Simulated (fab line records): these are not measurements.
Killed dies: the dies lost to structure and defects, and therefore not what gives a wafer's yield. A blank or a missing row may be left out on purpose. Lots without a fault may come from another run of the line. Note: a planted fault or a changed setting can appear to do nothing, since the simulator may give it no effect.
fab line records    flow sky130    part 1 of 2: steps 1 to 31 of 43
[record] lots = 5  wafers = 15  last_day = 49
route steps=708 shown POLY_GATE@226 LDD_N@237 LDD_P@255 LDD_HVN@267
lots with no fault: from the same line, run without faults
start_h: hours from the record's opening day to when the first of the lot's shown wafers began    wait_h: how many hours have passed since the lot's step before this one    " repeats the value in the row above    L1.1+2: a row that stands for several wafers    - either no value or no given start    * or withheld: withheld    < > ~ a bound
route shown NAME@n: a module of which the file shows steps, and the number in the route of the first    usual: mean/standard deviation of fault-free wafers    same: alike in all rows    chamber/n: place in a boat    sites: readings site by site    _std_site: the values' standard deviation    _edge_site: outer sites' mean less inner sites'    radius_mm: for every site, how far away it sits from the centre of the wafer    mask NAME#n: copy n    behind: the tool/chamber that last shaped the wafer    hold: why the lot was held/for how many hours/how that ended    device: names the non-switching transistor (n, p or np)    end of line: at the end of the route, the tests of the same wafers    for a step that has no rows: nothing shown but its recipe    killed: dies that structure and defects cost at the first sort, which is not the same as the wafer's yield    map: dies across one wafer; x = killed, . = not, _ = none there
set.NAME: the run value of the setting; set.NAME@STEP: its run value at that earlier step    model.NAME: the simulator's own value behind a step, which no gauge read
certain route steps with their lots: each step a table, each wafer a row
services: the hour from which a tool's chamber was out of use, counted from the record's first day as start_h (under 0 if before that day), plus the number of hours and why
[[steps]]
[step SKY_POLY_GATE_DEVELOP_12]
[recipe] develop_time_s = 60  resist = KrF-thick  dev_temp_c = 21
[same] develop_time_s = 60
lot.wafer   tool            chamber  start_h  wait_h
L075.2+3+6  litho_track-01  0        -        -
L081.3+5+6  litho_track-04  0        -        -
L083.4+5+6  litho_track-01  0        -        -
L086.1+3+6  litho_track-01  0        -        -
L092.1+2+4  litho_track-01  0        -        -
[step SKY_POLY_GATE_CD_MEAS_13]
[recipe] target_cd_nm = 150
[usual] cd_nm = 149.7/1.1
lot.wafer  tool       chamber  start_h  wait_h  cd_nm
L075.2     cd_sem-02  -        370.91   -       149.7
L075.3     "          -        "        "       148.2
L075.6     "          -        "        "       148.6
L081.3     cd_sem-02  -        433.55   -       151.2
L081.5     "          -        "        "       151.9
L081.6     "          -        "        "       151.3
L083.4     cd_sem-01  -        450.60   -       150.5
L083.5     "          -        "        "       150.1
L083.6     "          -        "        "       151.1
L086.1     cd_sem-02  -        482.29   -       150.2
L086.3     "          -        "        "       149.8
L086.6     "          -        "        "       149.7
L092.1     cd_sem-02  -        528.19   -       149.6
L092.2     "          -        "        "       149.4
L092.4     "          -        "        "       148.6
[step SKY_POLY_GATE_OVL_MEAS_14]
[usual] POLY_GATE_OVL = 0/5.4
lot.wafer  tool        chamber  start_h  wait_h  POLY_GATE_OVL[nm]
L075.2     overlay-02  -        371.01   0.1     6
L075.3     "           -        "        "       -2
L075.6     "           -        "        "       2
L081.3     overlay-02  -        433.65   0.1     6
L081.5     "           -        "        "       5
L081.6     "           -        "        "       9
L083.4     overlay-01  -        450.67   0.1     -4
L083.5     "           -        "        "       -2
L083.6     "           -        "        "       7
L086.1     overlay-01  -        482.41   0.1     0
L086.3     "           -        "        "       3
L086.6     "           -        "        "       2
L092.1     overlay-01  -        528.31   0.1     13
L092.2     "           -        "        "       6
L092.4     "           -        "        "       4
[step SKY_POLY_GATE_ETCH_15]
[recipe] chemistry = N2/H2  target = BARC  ion_energy_ev = 200  source_w = 500  bias_w = 100  pressure_mtorr = 30  n2_flow_sccm = 100  h2_flow_sccm = 200  stop_on = SiO2  time_s = 118.5  target_depth_a = 1100
[usual] drypump_motor_current_A = 5.6/0.42  n2_flow_sccm = 99.99/0.27  oes_product_au = 0.716/0.0049  throttle_valve_pct = 13.213/0.0094
lot.wafer  tool         chamber  start_h  wait_h  drypump_motor_current_A  n2_flow_sccm  oes_product_au  rf_hours_counter_h  throttle_valve_pct
L075.2     rie_diel-02  3        371.04   0.0     5.2                      99.55         0.709           101                 13.225
L075.3     "            0        "        "       5.4                      100.07        0.720           5                   13.200
L075.6     "            3        "        "       5.2                      99.92         0.714           -                   13.210
L081.3     rie_diel-03  3        433.67   0.0     5.8                      100.20        0.713           10                  13.208
L081.5     "            3        "        "       5.8                      100.37        0.707           -                   13.187
L081.6     "            2        "        "       5.9                      99.77         0.720           -                   13.218
L083.4     rie_diel-03  0        450.69   0.0     5.1                      99.70         0.715           76                  13.222
L083.5     "            0        "        "       5.1                      99.65         0.714           -                   13.203
L083.6     "            1        "        "       4.7                      99.89         0.718           -                   13.215
L086.1     rie_diel-02  2        482.44   0.0     5.5                      99.50         0.726           12                  13.201
L086.3     "            0        "        "       5.3                      100.23        0.710           7                   13.211
L086.6     "            0        "        "       5.4                      100.21        0.711           -                   13.217
L092.1     rie_diel-01  2        528.34   0.0     5.7                      100.24        0.716           63                  13.221
L092.2     "            0        "        "       6.5                      100.16        0.704           2                   13.207
L092.4     "            1        "        "       5.3                      99.73         0.714           17                  13.227
[step SKY_POLY_GATE_ETCH_16]
[recipe] stop_on = poly-Si  chemistry = CH3F/O2  target = Si3N4  source_w = 400  bias_w = 80  pressure_mtorr = 25  ch3f_flow_sccm = 40  O2_flow_sccm = 30  time_s = 147.5  target_depth_a = 750
[usual] ch3f_flow_sccm = 40.00/0.12  drypump_motor_current_A = 5.6/0.42  oes_product_au = 0.642/0.0053  throttle_valve_pct = 10.537/0.0089
lot.wafer  tool         chamber  start_h  wait_h  ch3f_flow_sccm  drypump_motor_current_A  oes_product_au  rf_hours_counter_h  throttle_valve_pct
L075.2     rie_diel-02  3        371.13   0.0     40.27           5.2                      0.636           101                 10.532
L075.3     "            0        "        "       39.76           5.3                      0.656           5                   10.545
L075.6     "            3        "        "       40.19           5.2                      0.643           -                   10.543
L081.3     rie_diel-03  3        433.75   0.0     40.04           5.9                      0.633           10                  10.549
L081.5     "            3        "        "       39.95           5.8                      0.639           -                   10.528
L081.6     "            2        "        "       40.03           5.9                      0.629           -                   10.539
L083.4     rie_diel-03  0        450.77   0.0     40.11           5.1                      0.630           76                  10.535
L083.5     "            0        "        "       40.09           5.1                      0.637           -                   10.526
L083.6     "            1        "        "       40.13           4.8                      0.646           -                   10.530
L086.1     rie_diel-02  2        482.52   0.0     40.22           5.5                      0.641           12                  10.534
L086.3     "            0        "        "       39.83           5.3                      0.643           7                   10.526
L086.6     "            0        "        "       39.93           5.3                      0.639           -                   10.525
L092.1     rie_diel-01  2        528.42   0.0     39.95           5.7                      0.640           63                  10.531
L092.2     "            0        "        "       40.00           6.6                      0.640           2                   10.528
L092.4     "            1        "        "       39.93           5.3                      0.648           17                  10.535
[step SKY_POLY_GATE_ETCH_17]
[recipe] target_depth_nm = 180  stop_on = SiO2  over_etch_frac = 0.56667  chemistry = HBr/Cl2  target = poly-Si  icp_w = 400  bias_w = 100  pressure_mtorr = 10  HBr_flow_sccm = 150  Cl2_flow_sccm = 50  time_s = 70.5
[usual] drypump_motor_current_A = 5.24/0.25  oes_product_au = 0.987/0.0062  throttle_valve_pct = 33.685/0.0094
lot.wafer  tool       chamber  start_h  wait_h  drypump_motor_current_A  oes_product_au  rf_hours_counter_h  throttle_valve_pct
L075.2     rie_si-02  0        371.22   0.0     5.48                     0.987           72                  33.699
L075.3     "          2        "        "       5.41                     0.995           0                   33.691
L075.6     "          2        "        "       5.40                     0.992           -                   33.689
L081.3     rie_si-02  2        433.85   0.0     5.39                     0.988           0                   33.686
L081.5     "          3        "        "       4.79                     0.983           -                   33.669
L081.6     "          1        "        "       5.37                     0.987           -                   33.686
L083.4     rie_si-01  3        450.87   0.0     5.36                     0.982           2                   33.674
L083.5     "          2        "        "       4.99                     0.978           -                   33.682
L083.6     "          3        "        "       5.39                     0.977           -                   33.691
L086.1     rie_si-02  1        482.62   0.0     5.40                     0.984           6                   33.690
L086.3     "          3        "        "       4.80                     0.992           12                  33.682
L086.6     "          3        "        "       4.78                     0.983           -                   33.699
L092.1     rie_si-02  2        528.52   0.0     5.40                     0.996           1                   33.682
L092.2     "          3        "        "       4.79                     0.992           12                  33.691
L092.4     "          0        "        "       5.45                     0.984           0                   33.686
[step SKY_POLY_GATE_STRIP_18]
[recipe] chemistry = O2/N2  power_w = 1400  pressure_mtorr = 1500  platen_temp_c = withheld  o2_flow_sccm = 3000  n2_flow_sccm = 300  overash_fraction = 0.5
[usual] drypump_motor_current_A = 5.4/0.48  n2_flow_sccm = 299.9/0.91  oes_product_au = 0.361/0.0048  strip_time_to_endpoint_s = 3.16/0.032
lot.wafer  tool             chamber  start_h  wait_h  drypump_motor_current_A  n2_flow_sccm  oes_product_au  rf_hours_counter_h  strip_time_to_endpoint_s
L075.2     plasma_asher-04  1        371.28   0.0     5.0                      299.6         0.362           65                  3.21
L075.3     "                0        "        "       5.6                      298.4         0.370           -                   3.18
L075.6     "                0        "        "       5.6                      298.1         0.359           -                   3.20
L081.3     plasma_asher-02  0        433.94   0.1     6.0                      299.1         0.369           -                   3.15
L081.5     "                0        "        "       6.0                      300.0         0.359           -                   3.12
L081.6     "                1        "        "       4.8                      300.2         0.365           -                   3.17
L083.4     plasma_asher-04  1        450.96   0.1     5.0                      299.6         0.367           -                   3.13
L083.5     "                1        "        "       5.0                      299.8         0.349           -                   3.11
L083.6     "                0        "        "       5.6                      299.1         0.365           -                   3.15
L086.1     plasma_asher-04  1        482.68   0.0     5.0                      300.1         0.357           76                  3.15
L086.3     "                1        "        "       5.0                      299.7         0.361           -                   3.15
L086.6     "                1        "        "       5.0                      299.1         0.365           -                   3.15
L092.1     plasma_asher-04  0        528.58   0.0     5.6                      300.3         0.363           81                  3.14
L092.2     "                1        "        "       5.0                      299.6         0.356           81                  3.15
L092.4     "                0        "        "       5.6                      299.4         0.356           -                   3.13
[step SKY_POLY_GATE_CLEAN_19]
[recipe] chemistry = SC1/SC2  mix = 1:4:20  temp_c = 70  time_s = 150  dry = n2_spin
[usual] bath_heat_duty_pct = 13.1/2.1
lot.wafer  tool          chamber  start_h  wait_h  bath_heat_duty_pct
L075.2     wet_bench-01  0        371.38   0.1     11.7
L075.3     "             0        "        "       13.2
L075.6     "             0        "        "       13.6
L081.3     wet_bench-03  0        434.01   0.0     17.1
L081.5     "             0        "        "       15.9
L081.6     "             0        "        "       15.7
L083.4     wet_bench-01  0        451.03   0.0     13.8
L083.5     "             0        "        "       13.6
L083.6     "             0        "        "       13.1
L086.1     wet_bench-02  2        482.78   0.1     11.0
L086.3     "             2        "        "       10.2
L086.6     "             2        "        "       9.9
L092.1     wet_bench-02  2        528.68   0.1     10.6
L092.2     "             2        "        "       10.3
L092.4     "             2        "        "       11.1
[step SKY_POLY_GATE_OXIDATION_20]
[recipe] temp_c = 850  ambient = O2  stabilise_s = 600  purge_s = 300  target_thk_a = 40  ox_time_s = 899
lot.wafer   tool        chamber  start_h  wait_h
L075.2+3+6  furnace-02  0        373.42   2.0
L081.3+5+6  furnace-02  0        436.08   2.0
L083.4+5+6  furnace-02  0        451.08   0.0
L086.1+3+6  furnace-02  0        482.83   0.0
L092.1+2+4  furnace-01  0        528.73   0.0
[step SKY_POLY_GATE_THK_MEAS_21]
[recipe] reads = SiO2_of_POLY_GATE_OXIDATION_20
[usual] POLY_GATE_OXIDATION_THK = 4.02/0.09
lot.wafer  tool           chamber  start_h  wait_h  POLY_GATE_OXIDATION_THK[nm]
L075.2     film_metro-02  -        374.68   0.0     4.00
L075.3     "              -        "        "       4.02
L075.6     "              -        "        "       4.05
L081.3     film_metro-03  -        437.35   0.0     4.07
L081.5     "              -        "        "       4.01
L081.6     "              -        "        "       4.15
L083.4     film_metro-04  -        452.36   0.0     3.98
L083.5     "              -        "        "       3.92
L083.6     "              -        "        "       4.08
L086.1     film_metro-04  -        484.08   0.0     4.04
L086.3     "              -        "        "       4.00
L086.6     "              -        "        "       4.03
L092.1     film_metro-04  -        529.98   0.0     3.84
L092.2     "              -        "        "       3.87
L092.4     "              -        "        "       3.88
[step SKY_POLY_GATE_CD_MEAS_22]
[usual] cd_nm = 149.8/1.6
lot.wafer  tool       chamber  start_h  wait_h  cd_nm
L075.2     cd_sem-01  -        374.76   0.1     151.8
L075.3     "          -        "        "       149.0
L075.6     "          -        "        "       150.7
L081.3     cd_sem-02  -        437.45   0.1     153.1
L081.5     "          -        "        "       151.1
L081.6     "          -        "        "       151.5
L083.4     cd_sem-01  -        452.48   0.1     150.4
L083.5     "          -        "        "       150.8
L083.6     "          -        "        "       152.0
L086.1     cd_sem-01  -        484.14   0.1     150.5
L086.3     "          -        "        "       149.0
L086.6     "          -        "        "       148.8
L092.1     cd_sem-01  -        530.04   0.1     151.1
L092.2     "          -        "        "       150.2
L092.4     "          -        "        "       148.6
[step SKY_LDD_N_DEHYDRATE_00]
[recipe] temp_c = 200  time_s = 60
lot.wafer   tool            chamber  start_h  wait_h
L075.2+3+6  litho_track-04  0        388.99   14.2
L081.3+5+6  litho_track-01  0        452.99   15.5
L083.4+5+6  litho_track-01  0        467.01   14.5
L086.1+3+6  litho_track-03  0        498.45   14.3
L092.1+2+4  litho_track-03  0        544.85   14.8
[step SKY_LDD_N_HMDS_01]
[recipe] prime_time_s = 60  prime_temp_c = 120
lot.wafer   tool            chamber  start_h  wait_h
L075.2+3+6  litho_track-04  0        389.14   0.1
L081.3+5+6  litho_track-01  0        453.14   0.1
L083.4+5+6  litho_track-01  0        467.16   0.1
L086.1+3+6  litho_track-03  0        498.60   0.1
L092.1+2+4  litho_track-03  0        545.00   0.1
[step SKY_LDD_N_COAT_02]
[recipe] resist = NOVOLAK  spin_rpm = 3000  resist_thk_nm = 300
lot.wafer   tool            chamber  start_h  wait_h
L075.2+3+6  litho_track-04  0        389.29   0.1
L081.3+5+6  litho_track-01  0        453.29   0.1
L083.4+5+6  litho_track-01  0        467.31   0.1
L086.1+3+6  litho_track-03  0        498.75   0.1
L092.1+2+4  litho_track-03  0        545.15   0.1
[step SKY_LDD_N_SOFTBAKE_03]
[recipe] temp_c = 90  time_s = 60  resist = NOVOLAK
lot.wafer   tool            chamber  start_h  wait_h
L075.2+3+6  litho_track-04  0        389.44   0.1
L081.3+5+6  litho_track-01  0        453.44   0.1
L083.4+5+6  litho_track-01  0        467.46   0.1
L086.1+3+6  litho_track-03  0        498.90   0.1
L092.1+2+4  litho_track-03  0        545.30   0.1
[step SKY_LDD_N_EXPOSE_04]
[recipe] mask_id = NTM  target_cd_nm = 840  na = 0.6  source_shape = conventional  sigma_outer = 0.6  dose_mj = 110
[usual] reticle_temp_C = 22.96/0.11
lot.wafer  tool              chamber  start_h  wait_h  mask   reticle_temp_C
L075.2     iline_stepper-01  0        -        -       NTM#0  22.85
L075.3     "                 0        "        "       NTM#0  22.86
L075.6     "                 0        "        "       NTM#0  23.04
L081.3     iline_stepper-02  0        -        -       NTM#0  22.82
L081.5     "                 0        "        "       NTM#0  23.00
L081.6     "                 0        "        "       NTM#0  22.87
L083.4     iline_stepper-01  0        -        -       NTM#0  23.07
L083.5     "                 0        "        "       NTM#0  23.05
L083.6     "                 0        "        "       NTM#0  22.92
L086.1     iline_stepper-02  0        -        -       NTM#0  22.87
L086.3     "                 0        "        "       NTM#0  22.99
L086.6     "                 0        "        "       NTM#0  23.17
L092.1     iline_stepper-02  0        -        -       NTM#0  22.95
L092.2     "                 0        "        "       NTM#0  23.20
L092.4     "                 0        "        "       NTM#0  23.03
[step SKY_LDD_N_PEB_05]
[recipe] temp_c = withheld  time_s = *  resist = NOVOLAK
lot.wafer   tool            chamber  start_h  wait_h
L075.2+3+6  litho_track-01  0        -        -
L081.3+5+6  litho_track-01  0        -        -
L083.4+5+6  litho_track-03  0        -        -
L086.1+3+6  litho_track-03  0        -        -
L092.1+2+4  litho_track-03  0        -        -
[step SKY_LDD_N_DEVELOP_06]
[recipe] develop_time_s = 60  dev_temp_c = 23
[same] develop_time_s = 60
lot.wafer   tool            chamber  start_h  wait_h
L075.2+3+6  litho_track-01  0        403.91   0.1
L081.3+5+6  litho_track-01  0        468.99   0.1
L083.4+5+6  litho_track-03  0        483.13   0.1
L086.1+3+6  litho_track-03  0        514.20   0.1
L092.1+2+4  litho_track-03  0        560.35   0.1
[step SKY_LDD_N_OVL_MEAS_07]
[usual] LDD_N_OVL = -0.5/1.3
lot.wafer  tool        chamber  start_h  wait_h  LDD_N_OVL[nm]
L075.2     overlay-02  -        404.04   0.1     -0.8
L075.3     "           -        "        "       -0.7
L075.6     "           -        "        "       -2.3
L081.3     overlay-02  -        469.10   0.1     0.3
L081.5     "           -        "        "       -2.0
L081.6     "           -        "        "       0.4
L083.4     overlay-01  -        483.22   0.1     0.1
L083.5     "           -        "        "       0.9
L083.6     "           -        "        "       -0.7
L086.1     overlay-02  -        514.35   0.1     1.0
L086.3     "           -        "        "       1.1
L086.6     "           -        "        "       -0.6
L092.1     overlay-01  -        560.50   0.1     0.0
L092.2     "           -        "        "       -0.3
L092.4     "           -        "        "       0.3
[step SKY_LDD_N_IMPLANT_08]
[recipe] species = As  energy_kev = 20  dose_cm2 = 7.5e+13  tilt_deg = withheld  rotation_deg = 23
lot.wafer   tool          chamber  start_h  wait_h
L075.2+3+6  implanter-03  0        404.10   0.0
L081.3+5+6  implanter-04  0        469.17   0.1
L083.4+5+6  implanter-04  0        483.31   0.1
L086.1+3+6  implanter-04  0        514.39   0.0
L092.1+2+4  implanter-01  0        560.54   0.0
[step SKY_LDD_N_IMPLANT_09]
[recipe] species = As  energy_kev = 20  dose_cm2 = 7.5e+13  tilt_deg = withheld  rotation_deg = 113
lot.wafer   tool          chamber  start_h  wait_h
L075.2+3+6  implanter-03  0        404.25   0.1
L081.3+5+6  implanter-04  0        469.32   0.1
L083.4+5+6  implanter-04  0        483.46   0.1
L086.1+3+6  implanter-04  0        514.54   0.1
L092.1+2+4  implanter-01  0        560.69   0.1
[step SKY_LDD_N_IMPLANT_10]
[recipe] species = As  energy_kev = 20  dose_cm2 = 7.5e+13  tilt_deg = withheld  rotation_deg = 203
lot.wafer   tool          chamber  start_h  wait_h
L075.2+3+6  implanter-03  0        404.40   0.1
L081.3+5+6  implanter-04  0        469.47   0.1
L083.4+5+6  implanter-04  0        483.61   0.1
L086.1+3+6  implanter-04  0        514.69   0.1
L092.1+2+4  implanter-01  0        560.84   0.1
[step SKY_LDD_N_IMPLANT_11]
[recipe] species = As  energy_kev = 20  dose_cm2 = 7.5e+13  tilt_deg = withheld  rotation_deg = 293
lot.wafer   tool          chamber  start_h  wait_h
L075.2+3+6  implanter-03  0        404.55   0.1
L081.3+5+6  implanter-04  0        469.62   0.1
L083.4+5+6  implanter-04  0        483.76   0.1
L086.1+3+6  implanter-04  0        514.84   0.1
L092.1+2+4  implanter-01  0        560.99   0.1
[step SKY_LDD_N_IMPLANT_12]
[recipe] species = BF2  energy_kev = 50  dose_cm2 = 5e+12  tilt_deg = 30  rotation_deg = 0
lot.wafer   tool          chamber  start_h  wait_h
L075.2+3+6  implanter-03  0        404.70   0.1
L081.3+5+6  implanter-04  0        469.77   0.1
L083.4+5+6  implanter-04  0        483.91   0.1
L086.1+3+6  implanter-04  0        514.99   0.1
L092.1+2+4  implanter-01  0        561.14   0.1
[step SKY_LDD_N_IMPLANT_13]
[recipe] species = BF2  energy_kev = 50  dose_cm2 = 5e+12  tilt_deg = 30  rotation_deg = 90
lot.wafer   tool          chamber  start_h  wait_h
L075.2+3+6  implanter-03  0        404.85   0.1
L081.3+5+6  implanter-04  0        469.92   0.1
L083.4+5+6  implanter-04  0        484.06   0.1
L086.1+3+6  implanter-04  0        515.14   0.1
L092.1+2+4  implanter-01  0        561.29   0.1
[step SKY_LDD_N_IMPLANT_14]
[recipe] species = BF2  energy_kev = 50  dose_cm2 = 5e+12  tilt_deg = 30  rotation_deg = 180
lot.wafer   tool          chamber  start_h  wait_h
L075.2+3+6  implanter-03  0        405.00   0.1
L081.3+5+6  implanter-04  0        470.07   0.1
L083.4+5+6  implanter-04  0        484.21   0.1
L086.1+3+6  implanter-04  0        515.29   0.1
L092.1+2+4  implanter-01  0        561.44   0.1
[step SKY_LDD_N_IMPLANT_15]
[recipe] species = BF2  energy_kev = 50  dose_cm2 = 5e+12  tilt_deg = 30  rotation_deg = 270
lot.wafer   tool          chamber  start_h  wait_h
L075.2+3+6  implanter-03  0        405.15   0.1
L081.3+5+6  implanter-04  0        470.22   0.1
L083.4+5+6  implanter-04  0        484.36   0.1
L086.1+3+6  implanter-04  0        515.44   0.1
L092.1+2+4  implanter-01  0        561.59   0.1
[step SKY_LDD_N_STRIP_16]
[recipe] chemistry = O2/N2  power_w = 1400  pressure_mtorr = 1500  platen_temp_c = withheld  o2_flow_sccm = 3000  n2_flow_sccm = 300  overash_fraction = 0.5
[usual] drypump_motor_current_A = 5.5/0.42  n2_flow_sccm = 300.0/0.91  oes_product_au = 0.406/0.0049  strip_time_to_endpoint_s = 4.311/0.014
lot.wafer  tool             chamber  start_h  wait_h  drypump_motor_current_A  n2_flow_sccm  oes_product_au  rf_hours_counter_h  strip_time_to_endpoint_s
L075.2     plasma_asher-01  0        405.27   0.1     5.2                      301.3         0.406           72                  4.318
L075.3     "                0        "        "       5.2                      300.9         0.409           -                   4.310
L075.6     "                1        "        "       6.1                      299.2         0.397           -                   4.316
L081.3     plasma_asher-04  0        470.35   0.1     5.6                      299.9         0.410           -                   4.317
L081.5     "                1        "        "       4.9                      299.4         0.415           -                   4.320
L081.6     "                0        "        "       5.6                      299.8         0.403           -                   4.342
L083.4     plasma_asher-04  1        484.47   0.1     4.9                      298.7         0.402           -                   4.296
L083.5     "                0        "        "       5.6                      300.3         0.408           -                   4.320
L083.6     "                1        "        "       5.0                      299.1         0.413           -                   4.308
L086.1     plasma_asher-04  0        515.59   0.1     5.6                      299.0         0.411           79                  4.320
L086.3     "                1        "        "       5.0                      299.7         0.409           -                   4.300
L086.6     "                1        "        "       5.0                      300.0         0.410           -                   4.284
L092.1     plasma_asher-03  0        561.74   0.1     6.1                      299.8         0.403           45                  4.312
L092.2     "                1        "        "       5.3                      299.0         0.404           45                  4.318
L092.4     "                1        "        "       5.3                      298.7         0.411           -                   4.311
[step SKY_LDD_N_TW_MEAS_17]
[usual] LDD_N_TW = 2573/25
lot.wafer  tool           chamber  start_h  wait_h  LDD_N_TW
L075.2     film_metro-02  -        405.38   0.1     2625
L075.3     "              -        "        "       2603
L075.6     "              -        "        "       2604
L081.3     film_metro-02  -        470.44   0.1     2624
L081.5     "              -        "        "       2602
L081.6     "              -        "        "       2615
L083.4     film_metro-02  -        484.57   0.1     2599
L083.5     "              -        "        "       2614
L083.6     "              -        "        "       2607
L086.1     film_metro-04  -        515.69   0.1     2549
L086.3     "              -        "        "       2555
L086.6     "              -        "        "       2552
L092.1     film_metro-01  -        561.84   0.1     2581
L092.2     "              -        "        "       2570
L092.4     "              -        "        "       2580
[step SKY_LDD_P_DEHYDRATE_00]
[recipe] temp_c = 200  time_s = 60
lot.wafer   tool            chamber  start_h  wait_h
L075.2+3+6  litho_track-02  0        419.03   13.6
L081.3+5+6  litho_track-01  0        485.49   15.0
L083.4+5+6  litho_track-03  0        499.13   14.5
L086.1+3+6  litho_track-02  0        530.46   14.8
L092.1+2+4  litho_track-02  0        575.76   13.9
[step SKY_LDD_P_HMDS_01]
[recipe] prime_time_s = 60  prime_temp_c = 120
lot.wafer   tool            chamber  start_h  wait_h
L075.2+3+6  litho_track-02  0        419.18   0.1
L081.3+5+6  litho_track-01  0        485.64   0.1
L083.4+5+6  litho_track-03  0        499.28   0.1
L086.1+3+6  litho_track-02  0        530.61   0.1
L092.1+2+4  litho_track-02  0        575.91   0.1
